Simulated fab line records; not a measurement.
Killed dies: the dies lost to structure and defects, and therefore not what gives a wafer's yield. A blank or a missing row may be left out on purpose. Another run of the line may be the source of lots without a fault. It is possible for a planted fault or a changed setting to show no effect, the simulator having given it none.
fab line records + flow sfq_line
record:
- lots: 5
- wafers: 15
- last_day: 94
route steps=325 shown I4@167 JJ@178 M5@198 M8@325
lots that met no fault: taken from a fault-free run of the same line
start_h: the number of hours between the record's first day and the start of the first shown wafer of the lot + wait_h: hours since the lot's step before + " identical to the entry in the row above + L1.1+2: a row that stands for several wafers + - no value, or no start given + * or withheld: withheld + < > ~ a bound
route shown NAME@n: NAME is a module with steps in the file, n the number in the route of the first one + usual: mean/standard deviation of fault-free wafers + same: alike in all rows + chamber/n: place in a boat + sites: each site's reading + _std_site: their standard deviation + _edge_site: the outer-site mean with the inner-site mean subtracted + radius_mm: how far each site lies from the wafer's centre + mask NAME#n: copy n + behind: the tool/chamber that last shaped the wafer + hold: the reason the lot was held/the length of the hold in hours/how it ended + device: whichever transistor did not switch (one of n, p or np) + end of line: at the end of the route, the tests of the same wafers + where a step has no rows: the recipe by itself + killed: the dies lost at the first sort to structure and to defects; this is not the yield of the wafer + map: a wafer's dies, x killed, . not, _ none there
set.NAME: the setting the step ran with; set.NAME@STEP: the setting that earlier step ran with + model.NAME: the simulator's own value behind a step, which no gauge read
a table for each step, a row for each wafer; lots at some steps of the route
services: from which hour (start_h, from the record's first day; less than 0 if before it) a tool's chamber was out of use, for how many hours, and why
== steps ==
step: SFQ_TRILAYER_I4_VIA_LITHO_COAT_108
recipe:
- resist: BARC
- spin_rpm: 3000
- resist_thk_nm: 62
step: SFQ_TRILAYER_I4_VIA_LITHO_COAT_103
recipe:
- resist: KrF
- spin_rpm: 3000
- resist_thk_nm: 650
step: SFQ_TRILAYER_I4_VIA_LITHO_SOFTBAKE_107
recipe:
- temp_c: withheld
- time_s: withheld
- resist: KrF
step: SFQ_TRILAYER_I4_VIA_LITHO_EXPOSE_104
recipe:
- mask_id: I4
- na: 0.6
- source_shape: conventional
- sigma_outer: 0.65
- target_cd_nm: 700
- dose_mj: 21.3
step: SFQ_TRILAYER_I4_VIA_LITHO_PEB_106
recipe:
- peb_temp_c: 115
- peb_time_s: 60
- resist: KrF
step: SFQ_TRILAYER_I4_VIA_LITHO_DEVELOP_105
recipe:
- time_s: 60
- resist: KrF
step: SFQ_I4_OVL_MEAS_928
usual:
- I4_OVL: 0/5.5
| lot.wafer | tool       | chamber | start_h | wait_h | I4_OVL[nm] |
|-----------|------------|---------|---------|--------|------------|
| L889.1    | overlay-02 | -       | 1310.43 | 0.1    | -4         |
| L889.2    | "          | -       | "       | "      | -10        |
| L889.5    | "          | -       | "       | "      | -3         |
| L894.1    | overlay-02 | -       | 1326.03 | 0.1    | 8          |
| L894.2    | "          | -       | "       | "      | 9          |
| L894.3    | "          | -       | "       | "      | 9          |
| L901.2    | overlay-01 | -       | 1346.44 | 0.1    | -2         |
| L901.5    | "          | -       | "       | "      | -9         |
| L901.6    | "          | -       | "       | "      | 2          |
| L902.3    | overlay-01 | -       | 1348.85 | 0.1    | 1          |
| L902.4    | "          | -       | "       | "      | 6          |
| L902.5    | "          | -       | "       | "      | -5         |
| L908.1    | overlay-01 | -       | 1482.91 | 0.1    | 4          |
| L908.3    | "          | -       | "       | "      | -5         |
| L908.5    | "          | -       | "       | "      | 1          |
step: SFQ_TRILAYER_I4_VIA_BARC_OPEN_VIA_ETCH_146
recipe:
- mask_material: PR
- chemistry: O2
- target_depth_nm: 125
- target: BARC
- source_w: 500
- bias_w: 80
- pressure_mtorr: 30
- time_s: 41.7
usual:
- drypump_motor_current_A: 5.65/0.27
- oes_product_au: 0.686/0.0044
| lot.wafer | tool        | chamber | start_h | wait_h | drypump_motor_current_A | oes_product_au | rf_hours_counter_h |
|-----------|-------------|---------|---------|--------|-------------------------|----------------|--------------------|
| L889.1    | rie_diel-03 | 3       | 1310.47 | 0.0    | 5.94                    | 0.688          | 2                  |
| L889.2    | "           | 2       | "       | "      | 5.54                    | 0.687          | 18                 |
| L889.5    | "           | 2       | "       | "      | 5.56                    | 0.694          | -                  |
| L894.1    | rie_diel-02 | 1       | 1326.07 | 0.0    | 5.90                    | 0.694          | 16                 |
| L894.2    | "           | 2       | "       | "      | 5.09                    | 0.686          | 10                 |
| L894.3    | "           | 0       | "       | "      | 5.62                    | 0.687          | 8                  |
| L901.2    | rie_diel-03 | 0       | 1346.47 | 0.0    | 5.67                    | 0.691          | 9                  |
| L901.5    | "           | 0       | "       | "      | 5.66                    | 0.689          | -                  |
| L901.6    | "           | 3       | "       | "      | 5.92                    | 0.695          | -                  |
| L902.3    | rie_diel-01 | 0       | 1348.87 | 0.0    | 5.38                    | 0.682          | 10                 |
| L902.4    | "           | 2       | "       | "      | 6.05                    | 0.692          | 8                  |
| L902.5    | "           | 0       | "       | "      | 5.37                    | 0.681          | -                  |
| L908.1    | rie_diel-02 | 3       | 1482.94 | 0.0    | 6.01                    | 0.690          | 3                  |
| L908.3    | "           | 2       | "       | "      | 5.13                    | 0.690          | 13                 |
| L908.5    | "           | 0       | "       | "      | 5.63                    | 0.688          | -                  |
step: SFQ_TRILAYER_I4_VIA_ETCH_VIA_ETCH_106
recipe:
- target: SiO2
- stop_on: Nb
- mask_material: PR
- taper_deg: 20
- chemistry: CHF3
- target_depth_nm: 260
- source_w: 500
- bias_w: 80
- pressure_mtorr: 30
- time_s: withheld
step: SFQ_TRILAYER_I4_VIA_STRIP_STRIP_107
recipe:
- gas: O2
- power_w: 200
- platen_temp_c: 40
- overash_fraction: 0.65
- chemistry: O2
- pressure_mtorr: 50
step: SFQ_TRILAYER_I4_VIA_STRIP_SOLV_CLEAN_108
recipe:
- chemistry: NMP
- temp_c: 70
- time_s: 600
step: SFQ_TRILAYER_JJ_TRILAYER_DEP_PRE_CLEAN_113
recipe:
- gas: Ar
- time_s: 22.5
- bias_v: 250
step: SFQ_TRILAYER_JJ_TRILAYER_DEP_SPUTTER_109
recipe:
- material: Nb
- base_pressure_pa: 1.33e-06
- chamber_pressure_pa: 0.1333
- substrate_temp_c: 20
- target_thk_nm: 150
- power_w: 2000
- time_s: 100
usual:
- substrate_temp_c: 20.01/0.11
- throttle_valve_pct: 30.0/1.4
| lot.wafer | tool           | chamber | start_h | wait_h | substrate_temp_c | throttle_valve_pct | model.Nb_of_TRILAYER_JJ_TRILAYER_DEP_SPUTTER_109.thk_nm |
|-----------|----------------|---------|---------|--------|------------------|--------------------|---------------------------------------------------------|
| L889.1    | pvd_sputter-05 | -       | 1311.43 | 0.0    | 19.96            | 29.9               | 154.3                                                   |
| L889.2    | "              | -       | "       | "      | 20.03            | 27.0               | 154.9                                                   |
| L889.5    | "              | -       | "       | "      | 20.04            | 30.0               | 154.8                                                   |
| L894.1    | pvd_sputter-04 | -       | 1327.03 | 0.0    | 19.97            | 31.4               | 150.8                                                   |
| L894.2    | "              | -       | "       | "      | 20.26            | 30.7               | 149                                                     |
| L894.3    | "              | -       | "       | "      | 19.96            | 31.1               | 149.3                                                   |
| L901.2    | pvd_sputter-04 | -       | 1347.43 | 0.0    | 20.05            | 31.1               | 148.3                                                   |
| L901.5    | "              | -       | "       | "      | 20.06            | 31.4               | 151.1                                                   |
| L901.6    | "              | -       | "       | "      | 20.00            | 30.9               | 130.7                                                   |
| L902.3    | pvd_sputter-06 | -       | 1349.84 | 0.0    | 20.02            | 30.8               | 149.1                                                   |
| L902.4    | "              | -       | "       | "      | 19.93            | 29.2               | 149.8                                                   |
| L902.5    | "              | -       | "       | "      | 19.97            | 27.1               | 150.9                                                   |
| L908.1    | pvd_sputter-05 | -       | 1483.92 | 0.0    | 20.07            | 26.8               | 149.9                                                   |
| L908.3    | "              | -       | "       | "      | 20.04            | 29.8               | 149.7                                                   |
| L908.5    | "              | -       | "       | "      | 20.08            | 30.3               | 149.7                                                   |
step: SFQ_TRILAYER_JJ_TRILAYER_DEP_SPUTTER_110
recipe:
- material: Al
- base_pressure_pa: 1.33e-06
- target_thk_nm: 8
- power_w: 500
- time_s: 10
- chamber_pressure_pa: 0.4
step: SFQ_TRILAYER_JJ_TRILAYER_DEP_AL_OXIDATION_111
recipe:
- pressure_mbar: 0.014667
- oxidation_time_s: 600
- temperature_k: 293
step: SFQ_TRILAYER_JJ_TRILAYER_DEP_SPUTTER_112
recipe:
- material: Nb
- base_pressure_pa: 1.33e-06
- chamber_pressure_pa: 0.1333
- substrate_temp_c: 20
- target_thk_nm: 170
- power_w: 2000
- time_s: 113.3
usual:
- substrate_temp_c: 20.01/0.097
- throttle_valve_pct: 30.0/1.4
| lot.wafer | tool           | chamber | start_h | wait_h | substrate_temp_c | throttle_valve_pct |
|-----------|----------------|---------|---------|--------|------------------|--------------------|
| L889.1    | pvd_sputter-05 | -       | 1312.52 | 0.5    | 20.07            | 29.9               |
| L889.2    | "              | -       | "       | "      | 20.04            | 27.0               |
| L889.5    | "              | -       | "       | "      | 20.09            | 30.1               |
| L894.1    | pvd_sputter-04 | -       | 1328.12 | 0.5    | 20.13            | 31.3               |
| L894.2    | "              | -       | "       | "      | 20.07            | 30.8               |
| L894.3    | "              | -       | "       | "      | 19.81            | 31.3               |
| L901.2    | pvd_sputter-04 | -       | 1348.52 | 0.5    | 20.06            | 31.5               |
| L901.5    | "              | -       | "       | "      | 19.98            | 31.4               |
| L901.6    | "              | -       | "       | "      | 19.96            | 31.1               |
| L902.3    | pvd_sputter-06 | -       | 1350.94 | 0.5    | 20.04            | 30.9               |
| L902.4    | "              | -       | "       | "      | 20.03            | 29.6               |
| L902.5    | "              | -       | "       | "      | 19.91            | 26.9               |
| L908.1    | pvd_sputter-05 | -       | 1485.01 | 0.5    | 19.97            | 27.0               |
| L908.3    | "              | -       | "       | "      | 20.21            | 30.1               |
| L908.5    | "              | -       | "       | "      | 20.01            | 29.9               |
step: SFQ_JJ_RS_MEAS_929
recipe:
- thk_meas_gauge: four-point-probe
- reads: Nb_of_TRILAYER_JJ_TRILAYER_DEP_SPUTTER_112
usual:
- JJ_NB_RS: 1.055/0.011
| lot.wafer | tool          | chamber | start_h | wait_h | JJ_NB_RS[ohm/sq] |
|-----------|---------------|---------|---------|--------|------------------|
| L889.1    | film_metro-02 | -       | 1312.60 | 0.0    | 1.058            |
| L889.2    | "             | -       | "       | "      | 1.042            |
| L889.5    | "             | -       | "       | "      | 1.060            |
| L894.1    | film_metro-01 | -       | 1328.20 | 0.0    | 1.055            |
| L894.2    | "             | -       | "       | "      | 1.057            |
| L894.3    | "             | -       | "       | "      | 1.055            |
| L901.2    | film_metro-03 | -       | 1348.62 | 0.1    | 1.066            |
| L901.5    | "             | -       | "       | "      | 1.037            |
| L901.6    | "             | -       | "       | "      | 1.049            |
| L902.3    | film_metro-01 | -       | 1351.06 | 0.1    | 1.038            |
| L902.4    | "             | -       | "       | "      | 1.055            |
| L902.5    | "             | -       | "       | "      | 1.062            |
| L908.1    | film_metro-01 | -       | 1485.09 | 0.0    | 1.028            |
| L908.3    | "             | -       | "       | "      | 1.039            |
| L908.5    | "             | -       | "       | "      | 1.042            |
step: SFQ_TRILAYER_JJ_CE_LITHO_COAT_119
recipe:
- resist: BARC
- spin_rpm: 3000
- resist_thk_nm: 62
step: SFQ_TRILAYER_JJ_CE_LITHO_COAT_114
recipe:
- resist: KrF
- spin_rpm: 3000
- resist_thk_nm: 600
step: SFQ_TRILAYER_JJ_CE_LITHO_SOFTBAKE_118
recipe:
- temp_c: withheld
- time_s: withheld
- resist: KrF
step: SFQ_TRILAYER_JJ_CE_LITHO_EXPOSE_115
recipe:
- mask_id: J5
- na: 0.6
- source_shape: conventional
- sigma_outer: 0.65
- target_cd_nm: 700
- dose_mj: 14.4
step: SFQ_TRILAYER_JJ_CE_LITHO_PEB_117
recipe:
- peb_temp_c: 115
- peb_time_s: 60
- resist: KrF
step: SFQ_TRILAYER_JJ_CE_LITHO_DEVELOP_116
recipe:
- time_s: 60
- resist: KrF
step: SFQ_JJ_OVL_MEAS_931
usual:
- J5_OVL: 0/5.8
| lot.wafer | tool       | chamber | start_h | wait_h | J5_OVL[nm] |
|-----------|------------|---------|---------|--------|------------|
| L889.1    | overlay-02 | -       | 1316.43 | 0.1    | -4         |
| L889.2    | "          | -       | "       | "      | -1         |
| L889.5    | "          | -       | "       | "      | 1          |
| L894.1    | overlay-02 | -       | 1333.23 | 0.1    | 1          |
| L894.2    | "          | -       | "       | "      | 4          |
| L894.3    | "          | -       | "       | "      | 11         |
| L901.2    | overlay-02 | -       | 1481.71 | 0.1    | -6         |
| L901.5    | "          | -       | "       | "      | -2         |
| L901.6    | "          | -       | "       | "      | -6         |
| L902.3    | overlay-02 | -       | 1486.52 | 0.1    | -5         |
| L902.4    | "          | -       | "       | "      | -3         |
| L902.5    | "          | -       | "       | "      | -8         |
| L908.1    | overlay-02 | -       | 1619.34 | 0.1    | 4          |
| L908.3    | "          | -       | "       | "      | 2          |
| L908.5    | "          | -       | "       | "      | 5          |
step: SFQ_TRILAYER_JJ_CE_METRO_MEASURE_117
usual:
- cd_nm: 700.3/1.2
| lot.wafer | tool      | chamber | start_h | wait_h | cd_nm |
|-----------|-----------|---------|---------|--------|-------|
| L889.1    | cd_sem-02 | -       | 1316.47 | 0.0    | 698.5 |
| L889.2    | "         | -       | "       | "      | 699.4 |
| L889.5    | "         | -       | "       | "      | 700.4 |
| L894.1    | cd_sem-01 | -       | 1333.27 | 0.0    | 700.2 |
| L894.2    | "         | -       | "       | "      | 700.6 |
| L894.3    | "         | -       | "       | "      | 700.3 |
| L901.2    | cd_sem-02 | -       | 1481.94 | 0.2    | 701.1 |
| L901.5    | "         | -       | "       | "      | 701.7 |
| L901.6    | "         | -       | "       | "      | 700.9 |
| L902.3    | cd_sem-01 | -       | 1486.94 | 0.4    | 702.3 |
| L902.4    | "         | -       | "       | "      | 701.4 |
| L902.5    | "         | -       | "       | "      | 701.3 |
| L908.1    | cd_sem-01 | -       | 1619.38 | 0.0    | 699.8 |
| L908.3    | "         | -       | "       | "      | 700.4 |
| L908.5    | "         | -       | "       | "      | 700.6 |
step: SFQ_TRILAYER_JJ_CE_BARC_OPEN_RIE_150
recipe:
- mask_material: PR
- chemistry: O2
- target_depth_nm: 240
- target: BARC
- icp_w: 600
- bias_w: 80
- pressure_mtorr: 10
- time_s: 80
step: SFQ_TRILAYER_JJ_CE_ETCH_RIE_118
recipe:
- target: Nb
- stop_on: Al2O3
- mask_material: PR
- taper_deg: 13.257
- over_etch_frac: 0.15
- time_s: 97.7
- chemistry: SF6
- target_depth_nm: 170
- icp_w: 600
- bias_w: 80
- pressure_mtorr: 10
step: SFQ_TRILAYER_JJ_ANODIZE_ANODIZE_119
recipe:
- current_density_ma_cm2: withheld
- end_current_density_ma_cm2: withheld
- bath_temp_c: withheld
step: SFQ_TRILAYER_JJ_CE_STRIP_STRIP_120
recipe:
- gas: O2
- power_w: 200
- platen_temp_c: 40
- overash_fraction: 0.65
- chemistry: O2
- pressure_mtorr: 50
usual:
- drypump_motor_current_A: 5.7/0.37
- he_backside_leak_sccm: 3.32/0.14
- oes_product_au: 1.004/0.0088
| lot.wafer | tool         | chamber | start_h | wait_h | drypump_motor_current_A | he_backside_leak_sccm | oes_product_au | rf_hours_counter_h |
|-----------|--------------|---------|---------|--------|-------------------------|-----------------------|----------------|--------------------|
| L889.1    | rie_metal-04 | 1       | 1318.57 | 0.0    | 6.1                     | 3.26                  | 1.004          | 74                 |
| L889.2    | "            | 0       | "       | "      | 6.2                     | 3.37                  | 1.014          | 42                 |
| L889.5    | "            | 1       | "       | "      | 6.1                     | 3.28                  | 1.010          | -                  |
| L894.1    | rie_metal-03 | 1       | 1335.21 | 0.0    | 5.3                     | 3.26                  | 1.008          | 2                  |
| L894.2    | "            | 0       | "       | "      | 5.4                     | 3.30                  | 1.001          | 15                 |
| L894.3    | "            | 1       | "       | "      | 5.3                     | 3.23                  | 1.003          | -                  |
| L901.2    | rie_metal-04 | 0       | 1483.64 | 0.0    | 6.2                     | 3.34                  | 1.005          | 64                 |
| L901.5    | "            | 1       | "       | "      | 6.0                     | 3.36                  | 1.000          | -                  |
| L901.6    | "            | 0       | "       | "      | 6.2                     | 3.47                  | 1.008          | -                  |
| L902.3    | rie_metal-03 | 1       | 1488.69 | 0.2    | 5.3                     | 3.20                  | 0.991          | -                  |
| L902.4    | "            | 0       | "       | "      | 5.3                     | 3.38                  | 0.990          | -                  |
| L902.5    | "            | 1       | "       | "      | 5.3                     | 3.22                  | 0.988          | -                  |
| L908.1    | rie_metal-03 | 0       | 1621.27 | 0.0    | 5.3                     | 3.34                  | 1.009          | 51                 |
| L908.3    | "            | 1       | "       | "      | 5.3                     | 3.03                  | 0.997          | -                  |
| L908.5    | "            | 1       | "       | "      | 5.3                     | 3.13                  | 1.004          | -                  |
step: SFQ_TRILAYER_JJ_CE_STRIP_SOLV_CLEAN_121
recipe:
- chemistry: NMP
- temp_c: 70
- time_s: 600
step: SFQ_TRILAYER_M5_LITHO_COAT_128
recipe:
- resist: BARC
- spin_rpm: 3000
- resist_thk_nm: 62
step: SFQ_TRILAYER_M5_LITHO_COAT_123
recipe:
- resist: KrF
- spin_rpm: 3000
- resist_thk_nm: 600
step: SFQ_TRILAYER_M5_LITHO_SOFTBAKE_127
recipe:
- temp_c: withheld
- time_s: withheld
- resist: KrF
step: SFQ_TRILAYER_M5_LITHO_EXPOSE_124
recipe:
- mask_id: M5
- na: 0.6
- source_shape: conventional
- sigma_outer: 0.65
- target_cd_nm: 700
- dose_mj: 14.4
step: SFQ_TRILAYER_M5_LITHO_PEB_126
recipe:
- peb_temp_c: 115
- peb_time_s: 60
- resist: KrF
step: SFQ_TRILAYER_M5_LITHO_DEVELOP_125
recipe:
- time_s: 60
- resist: KrF
step: SFQ_M5_OVL_MEAS_932
usual:
- M5_OVL: 0/5.6
| lot.wafer | tool       | chamber | start_h | wait_h | M5_OVL[nm] |
|-----------|------------|---------|---------|--------|------------|
| L889.1    | overlay-02 | -       | 1439.61 | 0.1    | 1          |
| L889.2    | "          | -       | "       | "      | 4          |
| L889.5    | "          | -       | "       | "      | 5          |
| L894.1    | overlay-02 | -       | 1456.41 | 0.1    | 9          |
| L894.2    | "          | -       | "       | "      | 2          |
| L894.3    | "          | -       | "       | "      | 1          |
| L901.2    | overlay-01 | -       | 1618.15 | 0.1    | 3          |
| L901.5    | "          | -       | "       | "      | -2         |
| L901.6    | "          | -       | "       | "      | -1         |
| L902.3    | overlay-01 | -       | 1620.55 | 0.1    | -11        |
| L902.4    | "          | -       | "       | "      | -14        |
| L902.5    | "          | -       | "       | "      | -6         |
| L908.1    | overlay-02 | -       | 1736.90 | 0.1    | -4         |
| L908.3    | "          | -       | "       | "      | -4         |
| L908.5    | "          | -       | "       | "      | -7         |
step: SFQ_TRILAYER_M5_BARC_OPEN_METAL_ETCH_161
recipe:
- mask_material: PR
- chemistry: O2
- target_depth_nm: 125
- target: BARC
- icp_w: 600
- bias_w: 80
- pressure_mtorr: 10
- time_s: 41.7
usual:
- drypump_motor_current_A: 5.9/0.36
- he_backside_leak_sccm: 3.34/0.18
- oes_product_au: 0.685/0.005
| lot.wafer | tool         | chamber | start_h | wait_h | drypump_motor_current_A | he_backside_leak_sccm | oes_product_au | rf_hours_counter_h |
|-----------|--------------|---------|---------|--------|-------------------------|-----------------------|----------------|--------------------|
| L889.1    | rie_metal-04 | 0       | 1439.65 | 0.0    | 6.2                     | 3.41                  | 0.685          | 59                 |
| L889.2    | "            | 1       | "       | "      | 6.0                     | 3.23                  | 0.690          | 91                 |
| L889.5    | "            | 0       | "       | "      | 6.2                     | 3.29                  | 0.684          | -                  |
| L894.1    | rie_metal-02 | 1       | 1456.45 | 0.0    | 6.2                     | 3.36                  | 0.692          | 131                |
| L894.2    | "            | 0       | "       | "      | 5.4                     | 3.18                  | 0.685          | 49                 |
| L894.3    | "            | 1       | "       | "      | 6.2                     | 3.35                  | 0.684          | -                  |
| L901.2    | rie_metal-02 | 0       | 1618.18 | 0.0    | 5.4                     | 3.33                  | 0.692          | 74                 |
| L901.5    | "            | 1       | "       | "      | 6.3                     | 3.10                  | 0.671          | -                  |
| L901.6    | "            | 0       | "       | "      | 5.4                     | 3.18                  | 0.692          | -                  |
| L902.3    | rie_metal-01 | 0       | 1620.60 | 0.0    | 5.9                     | 3.42                  | 0.687          | -                  |
| L902.4    | "            | 1       | "       | "      | 5.4                     | 3.54                  | 0.687          | -                  |
| L902.5    | "            | 0       | "       | "      | 5.9                     | 3.24                  | 0.682          | -                  |
| L908.1    | rie_metal-04 | 0       | 1736.94 | 0.0    | 6.2                     | 3.46                  | 0.680          | 99                 |
| L908.3    | "            | 0       | "       | "      | 6.3                     | 3.48                  | 0.688          | -                  |
| L908.5    | "            | 1       | "       | "      | 6.1                     | 3.32                  | 0.683          | -                  |
step: SFQ_TRILAYER_M5_ETCH_METAL_ETCH_126
recipe:
- target: Nb
- stop_on: SiO2
- mask_material: PR
- over_etch_frac: 0.15
- time_s: 203.2
- chemistry: Cl2/BCl3
- target_depth_nm: 265
- icp_w: 600
- bias_w: 80
- pressure_mtorr: 10
usual:
- drypump_motor_current_A: 5.9/0.36
- he_backside_leak_sccm: 3.32/0.27
- oes_product_au: 0.728/0.0063
| lot.wafer | tool         | chamber | start_h | wait_h | drypump_motor_current_A | he_backside_leak_sccm | oes_product_au | rf_hours_counter_h | model.etch.depth_nm | model.M5.feature_depth_nm |
|-----------|--------------|---------|---------|--------|-------------------------|-----------------------|----------------|--------------------|---------------------|---------------------------|
| L889.1    | rie_metal-04 | 0       | 1439.71 | 0.0    | 6.3                     | 3.32                  | 0.729          | 59                 | 154.3               | 166.7                     |
| L889.2    | "            | 1       | "       | "      | 6.0                     | 3.22                  | 0.741          | 91                 | 154.9               | 167.4                     |
| L889.5    | "            | 0       | "       | "      | 6.2                     | 3.35                  | 0.738          | -                  | 154.8               | 167.3                     |
| L894.1    | rie_metal-02 | 1       | 1456.51 | 0.0    | 6.3                     | 3.29                  | 0.733          | 131                | 150.8               | 163.2                     |
| L894.2    | "            | 0       | "       | "      | 5.4                     | 2.98                  | 0.723          | 49                 | 149                 | 161.3                     |
| L894.3    | "            | 1       | "       | "      | 6.2                     | 5.87                  | 0.728          | -                  | 149.3               | 161.6                     |
| L901.2    | rie_metal-02 | 0       | 1618.24 | 0.0    | 5.4                     | 3.32                  | 0.725          | 74                 | 148.3               | 160.8                     |
| L901.5    | "            | 1       | "       | "      | 6.2                     | 3.32                  | 0.723          | -                  | 151.1               | 163.3                     |
| L901.6    | "            | 0       | "       | "      | 5.4                     | 3.28                  | 0.681          | -                  | 130.7               | 143.2                     |
| L902.3    | rie_metal-01 | 0       | 1620.70 | 0.1    | 5.9                     | 3.26                  | 0.723          | -                  | 149.1               | 161.6                     |
| L902.4    | "            | 1       | "       | "      | 5.5                     | 3.44                  | 0.730          | -                  | 149.8               | 162.4                     |
| L902.5    | "            | 0       | "       | "      | 5.9                     | 3.44                  | 0.733          | -                  | 150.9               | 163.4                     |
| L908.1    | rie_metal-04 | 0       | 1737.00 | 0.0    | 6.2                     | 3.35                  | 0.732          | 99                 | 149.9               | 162.4                     |
| L908.3    | "            | 0       | "       | "      | 6.2                     | 3.34                  | 0.730          | -                  | 149.7               | 162                       |
| L908.5    | "            | 1       | "       | "      | 6.1                     | 3.23                  | 0.727          | -                  | 149.7               | 162.1                     |
step: SFQ_TRILAYER_M5_STRIP_STRIP_127
recipe:
- gas: O2
- power_w: 200
- platen_temp_c: 40
- overash_fraction: 0.65
- chemistry: O2
- pressure_mtorr: 50
step: SFQ_TRILAYER_M5_STRIP_SOLV_CLEAN_128
recipe:
- chemistry: NMP
- temp_c: 70
- time_s: 600
step: SFQ_M8_BOW_MEAS_951
recipe:
- mode: bow
usual:
- M8_BOW: 8/12
| lot.wafer | tool          | chamber | start_h | wait_h | M8_BOW[um] | model.etest.m5.ohm_um | model.etest.i4.link_ohm | model.etest.m5.ohm_sq | model.etest.i5.link_ohm |
|-----------|---------------|---------|---------|--------|------------|-----------------------|-------------------------|-----------------------|-------------------------|
| L889.1    | film_metro-03 | -       | 1986.75 | 0.0    | -7         | 1.652                 | 2.143                   | 1.157                 | 2.219                   |
| L889.2    | "             | -       | "       | "      | 7          | 1.651                 | 2.139                   | 1.153                 | 2.213                   |
| L889.5    | "             | -       | "       | "      | -17        | 1.642                 | 2.136                   | 1.153                 | 2.218                   |
| L894.1    | film_metro-03 | -       | 2092.46 | 0.0    | 33         | 1.697                 | 2.189                   | 1.183                 | 2.27                    |
| L894.2    | "             | -       | "       | "      | 16         | 1.715                 | 2.191                   | 1.198                 | 2.29                    |
| L894.3    | "             | -       | "       | "      | 23         | 1.718                 | 2.194                   | 1.196                 | 2.287                   |
| L901.2    | film_metro-03 | -       | 2130.86 | 0.0    | 6          | 1.719                 | 2.183                   | 1.204                 | 2.278                   |
| L901.5    | "             | -       | "       | "      | 0          | 1.685                 | 2.148                   | 1.181                 | 2.256                   |
| L901.6    | "             | -       | "       | "      | 7          | 1.947                 | 2.352                   | 1.366                 | 2.452                   |
| L902.3    | film_metro-03 | -       | 2135.20 | 0.0    | 14         | 1.703                 | 2.179                   | 1.197                 | 2.274                   |
| L902.4    | "             | -       | "       | "      | 21         | 1.694                 | 2.176                   | 1.191                 | 2.265                   |
| L902.5    | "             | -       | "       | "      | 0          | 1.685                 | 2.176                   | 1.183                 | 2.269                   |
| L908.1    | film_metro-03 | -       | 2244.62 | 0.0    | 14         | 1.706                 | 2.171                   | 1.19                  | 2.27                    |
| L908.3    | "             | -       | "       | "      | 4          | 1.705                 | 2.174                   | 1.193                 | 2.279                   |
| L908.5    | "             | -       | "       | "      | 13         | 1.71                  | 2.169                   | 1.192                 | 2.268                   |
== services ==
| tool           | chamber | start_h | hours | kind   |
|----------------|---------|---------|-------|--------|
| cd_sem-01      | -       | 1296.48 | 0.9   | pm     |
| cd_sem-01      | -       | 1297.93 | 1.0   | pm     |
| cd_sem-01      | -       | 1315.93 | 1.6   | pm     |
| rie_metal-02   | -       | 1337.81 | 0.5   | repair |
| rie_metal-03   | 0       | 1348.04 | 5.8   | repair |
| rie_metal-04   | -       | 1357.07 | 0.4   | repair |
| pvd_sputter-05 | -       | 1385.84 | 11.1  | repair |
| cd_sem-01      | -       | 1388.95 | 5.8   | repair |
| cd_sem-01      | -       | 1395.35 | 0.3   | pm     |
| pvd_sputter-05 | -       | 1409.25 | 8.4   | repair |
| pvd_sputter-04 | -       | 1455.75 | 2.8   | repair |
| cd_sem-01      | -       | 1480.54 | 0.3   | pm     |
| cd_sem-01      | -       | 1481.93 | 1.0   | pm     |
| cd_sem-01      | -       | 1494.59 | 0.2   | pm     |
| pvd_sputter-05 | -       | 1516.37 | 7.5   | repair |
| rie_metal-04   | 1       | 1535.69 | 44.0  | repair |
| rie_metal-04   | -       | 1545.24 | 0.8   | repair |
| rie_metal-04   | 0       | 1545.38 | 7.4   | repair |
| pvd_sputter-05 | -       | 1547.02 | 3.7   | repair |
| cd_sem-01      | -       | 1579.35 | 0.2   | pm     |
| rie_metal-03   | -       | 1581.35 | 2.8   | pm     |
| rie_metal-03   | 0       | 1642.64 | 11.3  | repair |
| rie_metal-02   | 1       | 1724.98 | 5.9   | repair |
| pvd_sputter-05 | -       | 1737.08 | 4.5   | repair |
== key ==
first_sign:
- step: SFQ_TRILAYER_M5_ETCH_METAL_ETCH_126
- reading: oes_product_au
- direction: down
- sigmas: 7.5
- usual: 0.728
- struck: 0.681
effect none on later readings
model_effect:
- step: SFQ_TRILAYER_JJ_TRILAYER_DEP_SPUTTER_109
- value: Nb_of_TRILAYER_JJ_TRILAYER_DEP_SPUTTER_109.thk_nm
- without: 150
- struck: 130.7
model_effect:
- step: SFQ_TRILAYER_M5_ETCH_METAL_ETCH_126
- value: etch.depth_nm
- without: 150
- struck: 130.7
model_effect:
- step: SFQ_M8_BOW_MEAS_951
- value: etest.m5.ohm_um
- without: 1.696
- struck: 1.947
met_at SFQ_TRILAYER_JJ_TRILAYER_DEP_SPUTTER_109
struck_wafers L901.6
onset_between 1327.03 1347.43
fault:
- kind: process_parameter_drift
- tool: pvd_sputter-04
- chamber: -
- onset_h: 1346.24
- steps: SFQ_TRILAYER_JJ_TRILAYER_DEP_SPUTTER_109
- channel: target_thk_nm
- offset: -19.354
- shape: step
- end_h: 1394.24
- scope: struck_wafers_only
- acts_in: these_recipes_only
- stated: 150
